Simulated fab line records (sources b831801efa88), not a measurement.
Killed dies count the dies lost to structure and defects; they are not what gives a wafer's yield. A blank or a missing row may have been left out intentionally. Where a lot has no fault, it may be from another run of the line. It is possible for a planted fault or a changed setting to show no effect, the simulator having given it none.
Which tool did it? / flow gf180mcu / Sampling: 14 lots, 42 wafers, 3 of 602 route steps

WHAT THE GAUGES READ, wafer by wafer
The record holds no reading of a measuring or inspecting step that can be judged against a usual standard deviation.

WHICH TOOL RAN EACH LOT (tool, then ch and the chambers of the sampled wafers, then the start)
lot=L715; GF_M4_SPUTTER_02=pvdSputter-03, day 22 13:11; GF_M4_SPUTTER_03=pvdSputter-03, day 22 13:13; GF_V4_PEB_12=lithoTrack-01 ch 0, day 24 10:57
lot=L717; GF_M4_SPUTTER_02=pvdSputter-02, day 22 23:56; GF_M4_SPUTTER_03=pvdSputter-02, day 22 23:58; GF_V4_PEB_12=lithoTrack-01 ch 0, day 24 21:36
lot=L720; GF_M4_SPUTTER_02=pvdSputter-02, day 24 02:38; GF_M4_SPUTTER_03=pvdSputter-02, day 24 02:40; GF_V4_PEB_12=lithoTrack-04 ch 0, day 25 21:42
lot=L721; GF_M4_SPUTTER_02=pvdSputter-03, day 24 13:48; GF_M4_SPUTTER_03=pvdSputter-03, day 24 13:50; GF_V4_PEB_12=lithoTrack-03 ch 0, day 26 08:37
lot=L723; GF_M4_SPUTTER_02=pvdSputter-03, day 25 13:57; GF_M4_SPUTTER_03=pvdSputter-03, day 25 13:59; GF_V4_PEB_12=lithoTrack-03 ch 0, day 27 08:38
lot=L724; GF_M4_SPUTTER_02=pvdSputter-02, day 25 19:27; GF_M4_SPUTTER_03=pvdSputter-02, day 25 19:29; GF_V4_PEB_12=lithoTrack-01 ch 0, day 27 13:36
lot=L716; GF_M4_SPUTTER_02=pvdSputter-01, day 26 00:50; GF_M4_SPUTTER_03=pvdSputter-01, day 26 00:52; GF_V4_PEB_12=lithoTrack-03 ch 0, day 27 18:39
lot=L726; GF_M4_SPUTTER_02=pvdSputter-02, day 26 16:16; GF_M4_SPUTTER_03=pvdSputter-02, day 26 16:17; GF_V4_PEB_12=lithoTrack-03 ch 0, day 28 08:54
lot=L730; GF_M4_SPUTTER_02=pvdSputter-02, day 28 06:56; GF_M4_SPUTTER_03=pvdSputter-02, day 28 06:58; GF_V4_PEB_12=lithoTrack-04, day 29 22:12
lot=L733; GF_M4_SPUTTER_02=pvdSputter-02, day 28 12:10; GF_M4_SPUTTER_03=pvdSputter-02, day 28 12:12; GF_V4_PEB_12=lithoTrack-03, day 30 03:42
lot=L735; GF_M4_SPUTTER_02=pvdSputter-01, day 29 00:30; GF_M4_SPUTTER_03=pvdSputter-01, day 29 00:32; GF_V4_PEB_12=lithoTrack-03 ch 0, day 30 14:24
lot=L736; GF_M4_SPUTTER_02=pvdSputter-02, day 29 01:47; GF_M4_SPUTTER_03=pvdSputter-02, day 29 01:49; GF_V4_PEB_12=lithoTrack-01 ch 0, day 30 15:24
lot=L737; GF_M4_SPUTTER_02=pvdSputter-03, day 29 12:34; GF_M4_SPUTTER_03=pvdSputter-03, day 29 12:35; GF_V4_PEB_12=lithoTrack-03 ch 0, day 31 02:02
lot=L738; GF_M4_SPUTTER_02=pvdSputter-03, day 29 23:27; GF_M4_SPUTTER_03=pvdSputter-03, day 29 23:29; GF_V4_PEB_12=lithoTrack-04 ch 0, day 31 12:18
- GF_M4_SPUTTER_02: material AlCu, target thk 450 nm, time 23.9 s.
- GF_M4_SPUTTER_03: material Ti, target thk 10 nm, time 6.7 s.
- GF_V4_PEB_12: peb time 90 s.

AS READ BY THE TOOLS THEMSELVES (means over the sampled wafers that have a number; for cases with no such wafer, the mark the record gives instead)
GF_M4_SPUTTER_02.
lot=L715; tool=pvdSputter-03; throttleValvePct (%)=30.7
lot=L717; tool=pvdSputter-02; throttleValvePct (%)=30.8
lot=L720; tool=pvdSputter-02; throttleValvePct (%)=30.5
lot=L721; tool=pvdSputter-03; throttleValvePct (%)=31.0
lot=L723; tool=pvdSputter-03; throttleValvePct (%)=30.9
lot=L724; tool=pvdSputter-02; throttleValvePct (%)=30.7
lot=L716; tool=pvdSputter-01; throttleValvePct (%)=31.1
lot=L726; tool=pvdSputter-02; throttleValvePct (%)=30.9
lot=L730; tool=pvdSputter-02; throttleValvePct (%)=30.6
lot=L733; tool=pvdSputter-02; throttleValvePct (%)=30.7
lot=L735; tool=pvdSputter-01; throttleValvePct (%)=30.5
lot=L736; tool=pvdSputter-02; throttleValvePct (%)=30.7
lot=L737; tool=pvdSputter-03; throttleValvePct (%)=31.0
lot=L738; tool=pvdSputter-03; throttleValvePct (%)=31.2

GF_M4_SPUTTER_03.
lot=L715; tool=pvdSputter-03; throttleValvePct (%)=30.8
lot=L717; tool=pvdSputter-02; throttleValvePct (%)=30.8
lot=L720; tool=pvdSputter-02; throttleValvePct (%)=30.6
lot=L721; tool=pvdSputter-03; throttleValvePct (%)=30.9
lot=L723; tool=pvdSputter-03; throttleValvePct (%)=30.8
lot=L724; tool=pvdSputter-02; throttleValvePct (%)=30.4
lot=L716; tool=pvdSputter-01; throttleValvePct (%)=31.1
lot=L726; tool=pvdSputter-02; throttleValvePct (%)=30.8
lot=L730; tool=pvdSputter-02; throttleValvePct (%)=30.8
lot=L733; tool=pvdSputter-02; throttleValvePct (%)=30.7
lot=L735; tool=pvdSputter-01; throttleValvePct (%)=30.6
lot=L736; tool=pvdSputter-02; throttleValvePct (%)=30.7
lot=L737; tool=pvdSputter-03; throttleValvePct (%)=31.1
lot=L738; tool=pvdSputter-03; throttleValvePct (%)=31.0

GF_V4_PEB_12.
lot=L715; tool=lithoTrack-01; chillPlateTempC (C)=22.98; exhaustPa (Pa)=45.6
lot=L717; tool=lithoTrack-01; chillPlateTempC (C)=23.09; exhaustPa (Pa)=45.6
lot=L720; tool=lithoTrack-04; chillPlateTempC (C)=23.13; exhaustPa (Pa)=45.3
lot=L721; tool=lithoTrack-03; chillPlateTempC (C)=23.10; exhaustPa (Pa)=45.4
lot=L723; tool=lithoTrack-03; chillPlateTempC (C)=23.06; exhaustPa (Pa)=44.8
lot=L724; tool=lithoTrack-01; chillPlateTempC (C)=23.03; exhaustPa (Pa)=44.3
lot=L716; tool=lithoTrack-03; chillPlateTempC (C)=22.91; exhaustPa (Pa)=45.5
lot=L726; tool=lithoTrack-03; chillPlateTempC (C)=23.09; exhaustPa (Pa)=45.5
lot=L730; tool=lithoTrack-04; chillPlateTempC (C)=-; exhaustPa (Pa)=-
lot=L733; tool=lithoTrack-03; chillPlateTempC (C)=-; exhaustPa (Pa)=-
lot=L735; tool=lithoTrack-03; chillPlateTempC (C)=22.88; exhaustPa (Pa)=44.2
lot=L736; tool=lithoTrack-01; chillPlateTempC (C)=22.98; exhaustPa (Pa)=44.9
lot=L737; tool=lithoTrack-03; chillPlateTempC (C)=23.03; exhaustPa (Pa)=45.4
lot=L738; tool=lithoTrack-04; chillPlateTempC (C)=23.05; exhaustPa (Pa)=44.8

THE ANSWER, worked out from the rows above alone
Rule: the usual values come from the lots themselves. Put in order of their means at a reading, lots are off if they are a third of the lots or fewer, leave a main group of 4 or more, and stand apart from it by a gap of 3 or more times the standard deviation of the main group's means; of several such gaps the widest counts. Not used: any main group whose means are identical at the precision the tables above print for the reading. Also off: a lot with no number at a reading for which 4 or more lots have one. The other lots that the step has rows for count as sound. Order of review: gauges by route order, followed by the tools' own readings, for which a lot's mean as printed above is used. At the first step where some lot is off, the reading lying furthest off is the one used; lots without a number count as furthest.
Off, at GF_V4_PEB_12 on chillPlateTempC: L730, L733. Without a number there: L730, L733. The main group: mean 23.03 C, standard deviation 0.074.
If a tool, at that step or one of the process steps before it, ran each lot that is off and ran no sound lot following the first of them, it fits. Of those tried, none fits.

WHAT WAS PUT IN BY THE SIMULATOR
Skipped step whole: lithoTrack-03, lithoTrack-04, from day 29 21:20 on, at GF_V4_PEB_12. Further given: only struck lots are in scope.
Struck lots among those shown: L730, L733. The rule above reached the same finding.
